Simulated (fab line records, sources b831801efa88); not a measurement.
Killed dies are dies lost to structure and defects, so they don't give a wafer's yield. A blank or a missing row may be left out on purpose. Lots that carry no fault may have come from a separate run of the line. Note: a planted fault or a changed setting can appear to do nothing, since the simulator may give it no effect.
fab line records ; flow sky130
record lots=7; wafers=21; lastDay=50
route steps=708 shown LDD_N@252 LDD_P@255 LDD_HVN@267 PAD_OPEN@708
lots that met no fault: taken from a fault-free run of the same line
startH: hours from the record's opening day to when the first of the lot's shown wafers began ; waitH: time in hours since the lot's previous step ; " the same as in the row above ; L1.1+2: a single row standing in for several wafers ; - either no value or no given start ; * or withheld: withheld ; < > ~ a bound
route shown NAME@n: names a module that has steps shown in the file, with the first one's number in the route ; usual: the fault-free wafers' mean and standard deviation ; same: alike in all rows ; chamber/n: place in a boat ; sites: each site's reading ; _std_site: how widely they spread, as a standard deviation ; _edge_site: mean of outer sites minus mean of inner sites ; radiusMm: how far each site lies from the wafer's centre ; mask NAME#n: copy n ; behind: the tool/chamber that last shaped the wafer ; hold: why the lot was held/for how many hours/how that ended ; device: the transistor (n, p or np) that didn't switch ; end of line: the tests these same wafers got at the end of their route ; where a step has no rows: the recipe by itself ; killed: the dies lost at the first sort to structure and to defects; this is not the yield of the wafer ; map: per-die view of a wafer (x killed, . not killed, _ where there is no die)
set.NAME: the setting the step ran with; set.NAME@STEP: the setting that earlier step ran with ; model.NAME: the simulator's own value behind a step, which no gauge read
certain route steps with their lots: each step a table, each wafer a row
services: when a tool's chamber went out of use (startH, in hours from the record's first day, below 0 if earlier), for how many hours, and the reason
## steps
# step SKY_LDD_N_IMPLANT_15
# recipe species=BF2; energyKev=50; doseCm2=5e+12; tiltDeg=30; rotationDeg=270
# step SKY_LDD_N_STRIP_16
# recipe chemistry=O2/N2; powerW=1400; pressureMtorr=1500; platenTempC=withheld; o2FlowSccm=3000; n2FlowSccm=300; overashFraction=0.5
# usual drypumpMotorCurrentA=5.6/0.44; n2FlowSccm=300.0/0.94; oesProductAu=0.406/0.0042; stripTimeToEndpointS=4.316/0.014
# same overashFraction=0.5
lot.wafer;tool;chamber;startH;waitH;drypumpMotorCurrentA;n2FlowSccm;oesProductAu;rfHoursCounterH;stripTimeToEndpointS
L755.3;plasmaAsher-01;0;455.30;0.1;5.6;301.3;0.402;-;4.320
L755.5;plasmaAsher-01;0;455.30;0.1;5.6;301.4;0.406;-;4.304
L755.6;plasmaAsher-01;1;455.30;0.1;4.9;301.4;0.411;-;4.317
L756.1;plasmaAsher-02;0;465.67;0.1;6.0;299.3;0.400;34;4.309
L756.2;plasmaAsher-02;1;465.67;0.1;6.0;298.8;0.408;34;4.294
L756.6;plasmaAsher-02;0;465.67;0.1;6.0;299.7;0.402;-;4.321
L757.3;plasmaAsher-01;1;467.76;0.1;4.9;300.0;0.404;-;4.323
L757.5;plasmaAsher-01;0;467.76;0.1;5.6;298.6;0.414;-;4.335
L757.6;plasmaAsher-01;1;467.76;0.1;4.8;300.7;0.406;-;4.334
L760.2;plasmaAsher-01;1;499.47;0.1;4.8;299.2;0.408;81;4.305
L760.3;plasmaAsher-01;1;499.47;0.1;4.9;296.9;0.403;-;4.300
L760.4;plasmaAsher-01;0;499.47;0.1;5.6;300.3;0.403;-;4.307
L761.1;plasmaAsher-02;1;507.57;0.1;6.0;298.5;0.405;38;4.335
L761.5;plasmaAsher-02;1;507.57;0.1;6.0;297.7;0.416;-;4.319
L761.6;plasmaAsher-02;0;507.57;0.1;6.0;300.3;0.410;-;4.336
L768.2;plasmaAsher-02;0;587.52;0.1;6.0;298.9;0.412;46;4.318
L768.3;plasmaAsher-02;1;587.52;0.1;6.0;298.7;0.409;-;4.323
L768.5;plasmaAsher-02;1;587.52;0.1;6.1;299.3;0.405;-;4.326
L771.4;plasmaAsher-02;0;600.91;0.1;6.0;300.7;0.406;-;4.282
L771.5;plasmaAsher-02;1;600.91;0.1;6.0;298.3;0.408;-;4.322
L771.6;plasmaAsher-02;0;600.91;0.1;6.0;298.9;0.406;-;4.296
# step SKY_LDD_N_TW_MEAS_17
# usual LDD_N_TW=2594/28
lot.wafer;tool;chamber;startH;waitH;LDD_N_TW
L755.3;filmMetro-01;-;455.39;0.1;2590
L755.5;filmMetro-01;-;455.39;0.1;2601
L755.6;filmMetro-01;-;455.39;0.1;2595
L756.1;filmMetro-01;-;465.77;0.1;2597
L756.2;filmMetro-01;-;465.77;0.1;2583
L756.6;filmMetro-01;-;465.77;0.1;2593
L757.3;filmMetro-03;-;467.84;0.1;2558
L757.5;filmMetro-03;-;467.84;0.1;2548
L757.6;filmMetro-03;-;467.84;0.1;2540
L760.2;filmMetro-03;-;499.58;0.1;2570
L760.3;filmMetro-03;-;499.58;0.1;2560
L760.4;filmMetro-03;-;499.58;0.1;2565
L761.1;filmMetro-01;-;507.67;0.1;2574
L761.5;filmMetro-01;-;507.67;0.1;2604
L761.6;filmMetro-01;-;507.67;0.1;2608
L768.2;filmMetro-02;-;587.63;0.1;2619
L768.3;filmMetro-02;-;587.63;0.1;2615
L768.5;filmMetro-02;-;587.63;0.1;2614
L771.4;filmMetro-03;-;601.00;0.1;2557
L771.5;filmMetro-03;-;601.00;0.1;2568
L771.6;filmMetro-03;-;601.00;0.1;2565
# step SKY_LDD_P_DEHYDRATE_00
# recipe tempC=200; timeS=60
# step SKY_LDD_P_HMDS_01
# recipe primeTimeS=60; primeTempC=120
# step SKY_LDD_P_COAT_02
# recipe resist=NOVOLAK; spinRpm=3000; resistThkNm=1140
# step SKY_LDD_P_SOFTBAKE_03
# recipe tempC=90; timeS=60; resist=NOVOLAK
# step SKY_LDD_P_EXPOSE_04
# recipe maskId=PSDM; na=0.6; sourceShape=conventional; sigmaOuter=0.6; polarization=unpolarized; targetCdNm=380; doseMj=138
# step SKY_LDD_P_PEB_05
# recipe tempC=withheld; timeS=*; resist=NOVOLAK
# step SKY_LDD_P_DEVELOP_06
# recipe resist=NOVOLAK; developer=TMAH; developTimeS=57.27; devTempC=23
# step SKY_LDD_P_CD_MEAS_07
# recipe targetCdNm=380
# usual cdNm=380.3/2.3
lot.wafer;tool;chamber;startH;waitH;cdNm
L755.3;cdSem-02;-;485.80;0.1;382.3
L755.5;cdSem-02;-;485.80;0.1;379.5
L755.6;cdSem-02;-;485.80;0.1;380.6
L756.1;cdSem-01;-;496.84;0.1;381.8
L756.2;cdSem-01;-;496.84;0.1;379.8
L756.6;cdSem-01;-;496.84;0.1;380.6
L757.3;cdSem-01;-;499.00;0.1;381.2
L757.5;cdSem-01;-;499.00;0.1;380.1
L757.6;cdSem-01;-;499.00;0.1;382.9
L760.2;cdSem-01;-;530.38;0.1;377.9
L760.3;cdSem-01;-;530.38;0.1;378.1
L760.4;cdSem-01;-;530.38;0.1;378.6
L761.1;cdSem-01;-;537.92;0.1;377.2
L761.5;cdSem-01;-;537.92;0.1;378.3
L761.6;cdSem-01;-;537.92;0.1;379.3
L768.2;cdSem-01;-;615.56;0.1;380.8
L768.3;cdSem-01;-;615.56;0.1;380.3
L768.5;cdSem-01;-;615.56;0.1;381.5
L771.4;cdSem-02;-;629.23;0.1;384.5
L771.5;cdSem-02;-;629.23;0.1;385.5
L771.6;cdSem-02;-;629.23;0.1;384.5
# step SKY_LDD_P_OVL_MEAS_08
# usual LDD_P_OVL=0.6/1.2
lot.wafer;tool;chamber;startH;waitH;LDD_P_OVL[nm]
L755.3;overlay-01;-;485.90;0.1;3.2
L755.5;overlay-01;-;485.90;0.1;0.9
L755.6;overlay-01;-;485.90;0.1;-1.3
L756.1;overlay-01;-;496.96;0.1;0.7
L756.2;overlay-01;-;496.96;0.1;-0.9
L756.6;overlay-01;-;496.96;0.1;0.9
L757.3;overlay-01;-;499.10;0.1;1.2
L757.5;overlay-01;-;499.10;0.1;-0.6
L757.6;overlay-01;-;499.10;0.1;0.4
L760.2;overlay-01;-;530.49;0.1;0.0
L760.3;overlay-01;-;530.49;0.1;1.1
L760.4;overlay-01;-;530.49;0.1;1.5
L761.1;overlay-02;-;538.04;0.1;-0.3
L761.5;overlay-02;-;538.04;0.1;-0.2
L761.6;overlay-02;-;538.04;0.1;-1.1
L768.2;overlay-01;-;615.66;0.1;0.3
L768.3;overlay-01;-;615.66;0.1;1.5
L768.5;overlay-01;-;615.66;0.1;1.3
L771.4;overlay-02;-;629.31;0.1;0.7
L771.5;overlay-02;-;629.31;0.1;1.8
L771.6;overlay-02;-;629.31;0.1;0.3
# step SKY_LDD_P_IMPLANT_09
# recipe species=BF2; energyKev=25; doseCm2=1e+13; tiltDeg=withheld
# usual doseIonsCm2=1.0001e+13/1.2e+10
lot.wafer;tool;chamber;startH;waitH;doseIonsCm2
L755.3;implanter-04;0;485.97;0.1;9.994e+12
L755.5;implanter-04;0;485.97;0.1;1e+13
L755.6;implanter-04;0;485.97;0.1;1.0002e+13
L756.1;implanter-04;0;496.99;0.0;9.993e+12
L756.2;implanter-04;0;496.99;0.0;9.994e+12
L756.6;implanter-04;0;496.99;0.0;9.984e+12
L757.3;implanter-02;0;499.20;0.1;9.995e+12
L757.5;implanter-02;0;499.20;0.1;9.995e+12
L757.6;implanter-02;0;499.20;0.1;9.983e+12
L760.2;implanter-02;0;530.55;0.0;1.001e+13
L760.3;implanter-02;0;530.55;0.0;1.002e+13
L760.4;implanter-02;0;530.55;0.0;1.0009e+13
L760.2;implanter-02;0;531.04;0.5;9.989e+12
L760.3;implanter-02;0;531.04;0.5;9.998e+12
L760.4;implanter-02;0;531.04;0.5;1.0001e+13
L761.1;implanter-03;0;545.99;7.9;1.0008e+13
L761.5;implanter-03;0;545.99;7.9;9.98e+12
L761.6;implanter-03;0;545.99;7.9;1.0002e+13
L761.1;implanter-03;0;546.44;0.4;1.0009e+13
L761.5;implanter-03;0;546.44;0.4;1e+13
L761.6;implanter-03;0;546.44;0.4;1.0005e+13
L768.2;implanter-02;0;615.72;0.0;1.0005e+13
L768.3;implanter-02;0;615.72;0.0;1.0003e+13
L768.5;implanter-02;0;615.72;0.0;9.99e+12
L768.2;implanter-02;0;616.03;0.3;9.991e+12
L768.3;implanter-02;0;616.03;0.3;9.991e+12
L768.5;implanter-02;0;616.03;0.3;9.99e+12
L771.4;implanter-02;0;629.40;0.1;1e+13
L771.5;implanter-02;0;629.40;0.1;9.992e+12
L771.6;implanter-02;0;629.40;0.1;9.999e+12
# step SKY_LDD_P_STRIP_10
# recipe chemistry=O2/N2; powerW=1400; pressureMtorr=1500; platenTempC=withheld; o2FlowSccm=3000; n2FlowSccm=300; overashFraction=0.5
# usual drypumpMotorCurrentA=5.6/0.42; n2FlowSccm=300.0/0.93; oesProductAu=0.716/0.0044; stripTimeToEndpointS=14.18/0.038
# same overashFraction=0.5
lot.wafer;tool;chamber;startH;waitH;drypumpMotorCurrentA;n2FlowSccm;oesProductAu;rfHoursCounterH;stripTimeToEndpointS
L755.3;plasmaAsher-03;1;486.10;0.1;5.7;301.0;0.724;-;14.16
L755.5;plasmaAsher-03;1;486.10;0.1;5.8;301.2;0.719;-;14.18
L755.6;plasmaAsher-03;0;486.10;0.1;5.9;300.0;0.720;-;14.19
L756.1;plasmaAsher-01;1;497.14;0.1;4.9;301.7;0.716;81;14.20
L756.2;plasmaAsher-01;0;497.14;0.1;5.6;301.2;0.720;81;14.15
L756.6;plasmaAsher-01;1;497.14;0.1;4.8;301.3;0.715;-;14.16
L757.3;plasmaAsher-02;1;499.33;0.1;6.0;301.0;0.711;-;14.14
L757.5;plasmaAsher-02;1;499.33;0.1;6.0;300.5;0.717;-;14.18
L757.6;plasmaAsher-02;0;499.33;0.1;6.0;299.7;0.720;-;14.09
L760.2;plasmaAsher-02;1;531.19;0.1;6.0;300.5;0.716;40;14.20
L760.3;plasmaAsher-02;1;531.19;0.1;6.0;301.3;0.716;-;14.27
L760.4;plasmaAsher-02;0;531.19;0.1;6.0;299.2;0.720;-;14.22
L761.1;plasmaAsher-01;0;546.59;0.1;5.6;299.5;0.717;86;14.22
L761.5;plasmaAsher-01;1;546.59;0.1;4.8;299.3;0.721;-;14.18
L761.6;plasmaAsher-01;0;546.59;0.1;5.6;299.9;0.711;-;14.24
L768.2;plasmaAsher-02;0;616.16;0.1;6.0;299.9;0.719;49;14.19
L768.3;plasmaAsher-02;1;616.16;0.1;6.0;300.5;0.715;-;14.23
L768.5;plasmaAsher-02;1;616.16;0.1;6.0;300.7;0.717;-;14.20
L771.4;plasmaAsher-02;1;629.51;0.1;6.0;299.1;0.711;-;14.12
L771.5;plasmaAsher-02;0;629.51;0.1;6.0;301.1;0.718;-;14.15
L771.6;plasmaAsher-02;1;629.51;0.1;6.0;300.3;0.724;-;14.13
# step SKY_LDD_P_TW_MEAS_11
# usual LDD_P_TW=630/4.9
lot.wafer;tool;chamber;startH;waitH;LDD_P_TW
L755.3;filmMetro-03;-;486.19;0.1;631
L755.5;filmMetro-03;-;486.19;0.1;631
L755.6;filmMetro-03;-;486.19;0.1;633
L756.1;filmMetro-03;-;497.24;0.1;628
L756.2;filmMetro-03;-;497.24;0.1;631
L756.6;filmMetro-03;-;497.24;0.1;630
L757.3;filmMetro-04;-;499.42;0.1;632
L757.5;filmMetro-04;-;499.42;0.1;627
L757.6;filmMetro-04;-;499.42;0.1;630
L760.2;filmMetro-04;-;531.40;0.2;785
L760.3;filmMetro-04;-;531.40;0.2;783
L760.4;filmMetro-04;-;531.40;0.2;781
L761.1;filmMetro-01;-;546.69;0.1;799
L761.5;filmMetro-01;-;546.69;0.1;792
L761.6;filmMetro-01;-;546.69;0.1;799
L768.2;filmMetro-04;-;616.27;0.1;783
L768.3;filmMetro-04;-;616.27;0.1;783
L768.5;filmMetro-04;-;616.27;0.1;784
L771.4;filmMetro-03;-;629.61;0.1;624
L771.5;filmMetro-03;-;629.61;0.1;623
L771.6;filmMetro-03;-;629.61;0.1;623
# step SKY_LDD_HVN_DEHYDRATE_00
# recipe tempC=200; timeS=60
# step SKY_PAD_OPEN_PROBE_99
# usual killed_at_M0_to_M3=43/6.2; killed_at_M4_up=2.8/1.7; killedAtContacts=24/4.8; killedAtFrontEnd=15/4.3; killedAtOther=0.3/0.55; killedDies=85/8.4; killedOpen=46/6.7; killedShort=38/6.2
# same grossDies=492; killedAtBackSide=0
lot.wafer;tool;chamber;startH;waitH;killed_at_M0_to_M3;killed_at_M4_up;killedAtContacts;killedAtFrontEnd;killedAtOther;killedDies;killedOpen;killedShort;model.etest.tipP.rsOhmSq;model.etest.pfet_01v8.rOnOhmUm;model.etest.tipP.rsOhmSqRange;model.etest.pfet_01v8.driveUaUm;model.etest.pfet_01v8_hvt.driveUaUm;model.etest.sramPfetLatch.driveUaUm;model.etest.pfet_01v8_mvt.driveUaUm;model.etest.pfet_01v8_lvt.driveUaUm
L755.3;prober-01;-;1107.59;0.2;42;2;23;16;0;83;52;31;6730;2710;88.39;210.8;157.1;155.9;163.7;180.9
L755.5;prober-01;-;1107.69;0.2;43;2;27;16;0;88;48;40;6795;2774;225;203.5;153.1;154;158.7;175.5
L755.6;prober-01;-;1107.74;0.2;43;3;30;7;0;83;44;38;6686;2832;170.3;197.6;149.4;149.2;158.3;175.2
L756.1;prober-02;-;1113.63;0.1;46;3;17;14;0;80;49;31;6853;2858;110.9;195.6;146.1;140.6;152.6;176.8
L756.2;prober-02;-;1113.68;0.1;39;2;24;12;1;78;50;27;6923;2821;175.7;199.9;148.6;151;157.2;178.7
L756.6;prober-02;-;1113.88;0.2;42;4;20;7;0;73;37;35;6872;2899;200.7;195.3;144;146.6;154;176.5
L757.3;prober-01;-;1116.67;0.2;34;2;41;21;0;98;64;34;6970;2981;190.4;186;138.3;133;147.9;172.2
L757.5;prober-01;-;1116.77;0.2;50;6;28;16;0;100;40;60;6946;2980;238.2;185.8;138.7;143.4;147.7;172.3
L757.6;prober-01;-;1116.82;0.2;37;4;28;14;1;84;52;32;6922;2941;248.1;189.5;139.8;141.8;148.2;173.3
L760.2;prober-02;-;1141.01;0.1;38;3;28;12;1;82;43;39;3924;2731;223.8;209.7;156.2;152.7;159;186.3
L760.3;prober-02;-;1141.06;0.2;45;1;25;18;0;89;55;34;3959;2743;72.23;208.9;153.9;149.1;155.8;185.8
L760.4;prober-02;-;1141.11;0.2;41;2;26;20;0;89;51;38;3948;2698;92.35;214.6;160.1;159.5;159.6;187.3
L761.1;prober-02;-;1146.06;0.1;41;0;23;14;1;79;40;39;3920;2652;109.2;217.8;164.4;160.8;162.2;186.8
L761.5;prober-02;-;1146.26;0.2;45;1;24;7;0;77;37;40;3904;2706;97.7;211.2;161.4;156;159.1;186.6
L761.6;prober-02;-;1146.31;0.2;43;3;26;14;1;87;52;34;3941;2652;60.59;219.1;163.9;158.4;161.8;187.1
L768.2;prober-01;-;1193.64;0.1;47;1;30;23;0;101;52;49;3959;2658;141.9;217.7;163;168.5;162.6;183.8
L768.3;prober-01;-;1193.69;0.2;37;2;18;15;0;72;38;30;3946;2708;162;213.3;158.8;162.8;159.2;181.6
L768.5;prober-01;-;1193.79;0.2;38;0;19;18;0;75;44;30;3915;2736;175.3;209.2;159.2;156.5;159.7;179.4
L771.4;prober-01;-;1202.95;0.2;54;7;23;17;0;101;56;45;6936;2943;284;187.5;139.1;142.9;151.5;172
L771.5;prober-01;-;1203.00;0.2;44;1;19;20;1;85;44;41;6940;2981;259;187.2;139.5;137.9;148.2;170.3
L771.6;prober-01;-;1203.05;0.2;37;4;24;13;0;78;41;37;6909;2944;151.6;188.5;141.1;140;149.1;171.3
# killed by level:class
L755.3 VIA2:geometricParticle:open=9 LI_CONTACT:geometricParticle:open=9 CONTACT:geometricParticle:open=7 VIA1:geometricParticle:open=7 VIA3:geometricParticle:open=6 FIELD_ISO:geometricParticle:open=4 VIA2:geometricParticle:short=4 METAL3:geometricParticle:short=4
L755.5 CONTACT:geometricParticle:open=12 VIA1:geometricParticle:open=11 METAL2:geometricParticle:short=9 POLY_GATE:geometricParticle:short=8 LI_CONTACT:geometricParticle:open=7 METAL1:geometricParticle:short=7 VIA2:geometricParticle:open=6 FIELD_ISO:geometricParticle:short=4
L755.6 CONTACT:geometricParticle:open=14 METAL2:geometricParticle:short=7 VIA1:geometricParticle:open=7 VIA2:geometricParticle:open=6 VIA1:geometricParticle:short=6 VIA3:geometricParticle:open=6 LI_CONTACT:geometricParticle:open=5 LOCAL_INTERCONNECT:geometricParticle:short=5
L756.1 VIA1:geometricParticle:open=18 VIA2:geometricParticle:open=8 METAL1:geometricParticle:short=7 LI_CONTACT:geometricParticle:open=5 CONTACT:geometricParticle:open=5 POLY_GATE:geometricParticle:open=4 POLY_GATE:geometricParticle:short=4 METAL2:geometricParticle:short=4
L756.2 VIA1:geometricParticle:open=12 LOCAL_INTERCONNECT:geometricParticle:short=7 VIA3:geometricParticle:open=7 CONTACT:geometricParticle:open=6 VIA2:geometricParticle:open=6 POLY_GATE:geometricParticle:open=4 CONTACT:geometricParticle:short=4 METAL2:geometricParticle:short=4
L756.6 CONTACT:geometricParticle:open=10 VIA1:geometricParticle:open=9 VIA1:geometricParticle:short=6 VIA3:geometricParticle:open=6 METAL1:geometricParticle:short=5 LI_CONTACT:geometricParticle:open=4 VIA3:geometricParticle:short=4 METAL2:geometricParticle:short=3
L757.3 LI_CONTACT:geometricParticle:open=18 CONTACT:geometricParticle:open=11 FIELD_ISO:geometricParticle:open=7 VIA2:geometricParticle:open=6 SPACER:geometricParticle:open=5 VIA3:geometricParticle:open=5 VIA1:geometricParticle:short=5 METAL2:geometricParticle:short=5
L757.5 LI_CONTACT:geometricParticle:short=9 VIA1:geometricParticle:open=8 CONTACT:geometricParticle:open=8 VIA1:geometricParticle:short=8 METAL2:geometricParticle:short=8 POLY_GATE:geometricParticle:short=7 CONTACT:geometricParticle:short=7 VIA3:geometricParticle:short=7
L757.6 CONTACT:geometricParticle:open=11 VIA1:geometricParticle:open=10 LI_CONTACT:geometricParticle:open=10 VIA3:geometricParticle:open=6 FIELD_ISO:geometricParticle:open=4 POLY_GATE:geometricParticle:short=4 CONTACT:geometricParticle:short=4 VIA1:geometricParticle:short=4
L760.2 CONTACT:geometricParticle:open=12 VIA1:geometricParticle:open=12 LOCAL_INTERCONNECT:geometricParticle:short=6 CONTACT:geometricParticle:short=6 FIELD_ISO:geometricParticle:short=5 METAL2:geometricParticle:short=5 VIA2:geometricParticle:open=5 METAL1:geometricParticle:short=4
L760.3 VIA1:geometricParticle:open=12 VIA3:geometricParticle:open=9 LI_CONTACT:geometricParticle:open=8 CONTACT:geometricParticle:open=8 VIA2:geometricParticle:open=6 METAL1:geometricParticle:short=5 FIELD_ISO:geometricParticle:short=4 SPACER:geometricParticle:open=4
L760.4 VIA1:geometricParticle:open=13 LI_CONTACT:geometricParticle:open=9 CONTACT:geometricParticle:open=8 POLY_GATE:geometricParticle:short=7 METAL1:geometricParticle:short=6 FIELD_ISO:geometricParticle:open=5 CONTACT:geometricParticle:short=5 VIA2:geometricParticle:open=4
L761.1 VIA1:geometricParticle:open=9 METAL2:geometricParticle:short=8 LI_CONTACT:geometricParticle:open=7 CONTACT:geometricParticle:short=5 LI_CONTACT:geometricParticle:short=4 METAL1:geometricParticle:short=4 VIA2:geometricParticle:open=4 VIA3:geometricParticle:open=4
L761.5 METAL1:geometricParticle:short=11 VIA1:geometricParticle:open=10 CONTACT:geometricParticle:short=8 CONTACT:geometricParticle:open=7 VIA1:geometricParticle:short=7 VIA3:geometricParticle:open=6 LI_CONTACT:geometricParticle:open=5 METAL2:geometricParticle:short=5
L761.6 LI_CONTACT:geometricParticle:open=11 VIA2:geometricParticle:open=9 VIA1:geometricParticle:open=8 CONTACT:geometricParticle:open=7 VIA3:geometricParticle:open=6 METAL1:geometricParticle:short=6 FIELD_ISO:geometricParticle:open=5 FIELD_ISO:geometricParticle:short=5
L768.2 LI_CONTACT:geometricParticle:open=10 VIA3:geometricParticle:open=10 VIA1:geometricParticle:open=8 FIELD_ISO:geometricParticle:open=6 CONTACT:geometricParticle:open=6 METAL1:geometricParticle:short=6 METAL3:geometricParticle:short=6 LI_CONTACT:geometricParticle:short=5
L768.3 VIA1:geometricParticle:open=9 POLY_GATE:geometricParticle:open=6 CONTACT:geometricParticle:open=6 METAL1:geometricParticle:short=6 VIA3:geometricParticle:open=5 LI_CONTACT:geometricParticle:open=4 VIA2:geometricParticle:short=4 VIA2:geometricParticle:open=4
L768.5 VIA3:geometricParticle:open=9 VIA1:geometricParticle:open=8 LI_CONTACT:geometricParticle:open=6 CONTACT:geometricParticle:open=5 METAL1:geometricParticle:short=5 VIA2:geometricParticle:open=5 FIELD_ISO:geometricParticle:open=4 SPACER:geometricParticle:short=4
L771.4 VIA2:geometricParticle:open=16 METAL1:geometricParticle:short=10 VIA3:geometricParticle:open=8 LI_CONTACT:geometricParticle:open=7 VIA1:geometricParticle:open=7 METAL4:geometricParticle:short=6 FIELD_ISO:geometricParticle:open=5 CONTACT:geometricParticle:short=5
L771.5 CONTACT:geometricParticle:open=9 VIA3:geometricParticle:open=9 VIA1:geometricParticle:open=8 FIELD_ISO:geometricParticle:short=7 FIELD_ISO:geometricParticle:open=6 METAL1:geometricParticle:short=6 VIA3:geometricParticle:short=5 LI_CONTACT:geometricParticle:open=4
L771.6 LI_CONTACT:geometricParticle:open=10 METAL2:geometricParticle:short=9 CONTACT:geometricParticle:open=8 VIA2:geometricParticle:open=8 POLY_GATE:geometricParticle:short=5 VIA1:geometricParticle:open=5 METAL1:geometricParticle:short=4 POLY_GATE:geometricParticle:open=3
## services
tool;chamber;startH;hours;kind
implanter-03;-;448.04;2.3;repair
plasmaAsher-02;-;493.98;0.4;repair
implanter-03;-;519.81;1.3;repair
implanter-03;-;526.37;4.8;pm
implanter-04;-;534.57;20.2;pm
implanter-03;-;535.22;10.3;repair
implanter-02;-;535.29;11.4;repair
plasmaAsher-03;-;538.81;2.8;pm
implanter-04;-;560.26;3.0;repair
plasmaAsher-01;-;565.99;4.1;repair
implanter-03;-;578.52;2.5;repair
implanter-03;-;581.04;8.9;pm
implanter-03;-;589.99;2.4;pm
plasmaAsher-03;-;613.69;2.4;repair
plasmaAsher-01;-;619.54;17.0;repair
implanter-04;-;621.77;2.0;repair
## key
firstSign step=SKY_LDD_P_IMPLANT_09; reading=visit; direction=added
effect step=SKY_LDD_P_TW_MEAS_11; reading=LDD_P_TW; direction=up; sigmas=32; usual=630; struck=788
modelEffect step=SKY_PAD_OPEN_PROBE_99; value=etest.tipP.rsOhmSq; without=6950; struck=3935
metAt SKY_LDD_P_IMPLANT_09
struckWafers L760.2,L760.3,L760.4,L761.1,L761.5,L761.6,L768.2,L768.3,L768.5
testerLeftOut L760,L761,L768
fault kind=repeatedStepWhole; tool=implanter-02,implanter-03,implanter-04; chamber=-; onsetH=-; steps=SKY_LDD_P_IMPLANT_09; times=1; scope=struckLotsOnly
# testerLeftOut: of these lots the tester's yield and bins aren't shown, on N5 and GAA mostly nor the transistor test; their killed dies are dies lost to structure and defects alone, not to doping, threshold or leakage, so they don't give the yield
